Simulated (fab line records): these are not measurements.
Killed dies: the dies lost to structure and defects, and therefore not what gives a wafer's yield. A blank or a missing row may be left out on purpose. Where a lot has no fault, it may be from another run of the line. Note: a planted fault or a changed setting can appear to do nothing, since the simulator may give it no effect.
One fault through the eyes of 2 desks || flow gf180mcu || what lay behind the numbers comes last; until then each desk has only its own

== AT THE TOOL OWNER'S DESK: litho_track-01 ==
The tool's own readings at GF_LVPWELL_COAT_02 (resist thk 3000 nm): means of the sampled wafers that have a number, for each lot that ran on this tool. If a lot's mean is further than 4 standard deviations from the usual mean, the lot is out of limits and carries the mark OUT (the distance appears in the brackets).
Columns: A = chill_plate_temp_C at GF_LVPWELL_COAT_02, usual 23.01 C; B = spin_speed_rpm at GF_LVPWELL_COAT_02, usual 2000.2 rpm
{"lot": "L433", "first seen here": "day 3 17:02", "A": 23.07, "B": 1999.7}
{"lot": "L434", "first seen here": "day 3 20:23", "A": 22.97, "B": 1999.0}
{"lot": "L443", "first seen here": "day 5 22:11", "A": 22.97, "B": 2000.4}
{"lot": "L444", "first seen here": "day 6 04:19", "A": 23.10, "B": 1998.7}
{"lot": "L446", "first seen here": "day 6 16:28", "A": 23.07, "B": "1962.4 (-27) OUT"}
{"lot": "L449", "first seen here": "day 7 06:10", "A": 22.91, "B": "1962.4 (-27) OUT"}
{"lot": "L450", "first seen here": "day 7 12:46", "A": 23.00, "B": "1962.1 (-27) OUT"}
Finding of this desk: L446, L449, L450 out of limits; the first was L446 at day 6 16:28, on spin_speed_rpm at GF_LVPWELL_COAT_02. Within limits: L433, L434, L443, L444.

== FROM THE METROLOGY DESK ==
Lot by lot, what the gauges showed, no matter which tool ran the lot: averages of those sampled wafers that carry a number. If a lot's mean is further than 4 standard deviations from the usual mean, the lot is out of limits and carries the mark OUT (the distance appears in the brackets).
Columns: A = M1_ALCU_THK at GF_M1_THK_MEAS_06, usual 445 nm
{"lot": "L433", "first seen here": "day 16 04:01", "A": 443}
{"lot": "L434", "first seen here": "day 16 14:36", "A": 446}
{"lot": "L437", "first seen here": "day 18 01:53", "A": 445}
{"lot": "L440", "first seen here": "day 18 18:31", "A": 441}
{"lot": "L441", "first seen here": "day 19 00:16", "A": 450}
{"lot": "L443", "first seen here": "day 19 23:48", "A": 447}
{"lot": "L444", "first seen here": "day 20 08:29", "A": 450}
{"lot": "L446", "first seen here": "day 21 02:23", "A": 443}
{"lot": "L447", "first seen here": "day 21 09:37", "A": 454}
{"lot": "L448", "first seen here": "day 21 15:25", "A": 443}
{"lot": "L449", "first seen here": "day 21 23:50", "A": 447}
{"lot": "L450", "first seen here": "day 22 12:34", "A": 444}
Finding of this desk: none of the 12 lots has anything out of limits.

== PUT TOGETHER ==
At day 6 16:28, on L446, L449, L450, the tool owner's desk was in a position to raise an alarm.
At the metrology desk, nothing out of limits was observed.
The metrology desk holds a record of L446, L449, L450, inside its limits.
On litho_track-01, each named lot ran GF_LVPWELL_COAT_02.

== WHAT THE SIMULATOR HAD INSERTED ==
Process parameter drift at GF_LVPWELL_COAT_02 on litho_track-01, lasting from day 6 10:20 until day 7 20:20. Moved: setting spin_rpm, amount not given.
Lots struck among those shown: L446, L449, L450.
Time in hours from fault onset to the first out-of-limits reading at each desk: the tool owner's desk, 6.
